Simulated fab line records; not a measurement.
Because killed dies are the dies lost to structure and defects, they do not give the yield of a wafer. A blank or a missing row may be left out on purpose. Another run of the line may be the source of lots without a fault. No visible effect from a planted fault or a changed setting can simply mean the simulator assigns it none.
Split-lot trial	flow gf180mcu	27 wafers read from 5 lots, route of 602 steps

== THE SPLIT ITSELF ==
At GF_STI_OXIDATION_01 (stabilise 600 s, purge 300 s, target thk 10 nm), the setting ox time s was moved away from the recipe's 1418 s on 18 of the 27 wafers read, by +18.1% to +43.8%. For the rest of the wafers, this setting stayed at what the recipe calls for.

There is no step in the file separating the split from the reading.

== THE READING ==
At GF_STI_THK_MEAS_02: STI_OXIDATION_THK, given in nm. Typical for fault-free wafers on this fab line: 10.07 nm, with standard deviation 0.12 nm.

wafer	tool, chamber at the split	ox time s as run, s	against the recipe	STI_OXIDATION_THK, nm	against lot-mates on the recipe
L074.1	-, -	1418	recipe	10.19	-
L074.2	-, -	1418	recipe	10.10	-
L074.3	-, -	1418	recipe	10.21	-
L074.4	-, -	1418	recipe	10.19	-
L074.5	-, -	1418	recipe	10.19	-
L074.6	-, -	1418	recipe	10.23	-
L077.1	-, -	1675	+18.1%	11.05	no lot-mate on the recipe
L077.2	-, -	1675	+18.1%	11.20	no lot-mate on the recipe
L077.3	-, -	1675	+18.1%	11.05	no lot-mate on the recipe
L077.4	-, -	1675	+18.1%	11.15	no lot-mate on the recipe
L077.5	-, -	1675	+18.1%	11.33	no lot-mate on the recipe
L077.6	-, -	1675	+18.1%	11.21	no lot-mate on the recipe
L080.1	-, -	1821	+28.4%	11.97	no lot-mate on the recipe
L080.2	-, -	1821	+28.4%	11.84	no lot-mate on the recipe
L080.3	-, -	1821	+28.4%	11.85	no lot-mate on the recipe
L080.4	-, -	1821	+28.4%	11.85	no lot-mate on the recipe
L080.5	-, -	1821	+28.4%	11.97	no lot-mate on the recipe
L080.6	-, -	1821	+28.4%	11.90	no lot-mate on the recipe
L082.1	-, -	2039	+43.8%	13.23	no lot-mate on the recipe
L082.2	-, -	2039	+43.8%	12.84	no lot-mate on the recipe
L082.3	-, -	2039	+43.8%	12.98	no lot-mate on the recipe
L082.4	-, -	2039	+43.8%	13.01	no lot-mate on the recipe
L082.5	-, -	2039	+43.8%	12.96	no lot-mate on the recipe
L082.6	-, -	2039	+43.8%	13.11	no lot-mate on the recipe
L083.2	furnace-02, 0	1418	recipe	10.14	-
L083.3	furnace-02, 0	1418	recipe	10.18	-
L083.4	furnace-02, 0	1418	recipe	10.10	-

FIT RESULTS
A straight line over all 27 wafers: STI_OXIDATION_THK changes by +0.0646 nm for each +1% of ox time s; r = +0.99; the points scatter about the line by 0.12 nm.
Too few moved wafers have a lot-mate on the recipe to fit a line with each lot's own level taken away.

== THE WHOLE CHAIN: every reading that the file lists as answering this split, in the file's order ==
step	what it does	reading	change (the file's fit)	r (the file's)
GF_STI_OXIDATION_01	stabilise 600 s, purge 300 s, target thk 10 nm	SiO2_of_STI_OXIDATION_01.thk nm (the simulator's own value, which no gauge read)	+0.0647 nm for each +1% of the setting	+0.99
GF_STI_THK_MEAS_02		STI_OXIDATION_THK	+0.0646 for each +1% of the setting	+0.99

== FILE'S OWN FIT ==
STI_OXIDATION_THK changes by +0.0646 nm for each +1% of ox time s, r = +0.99.
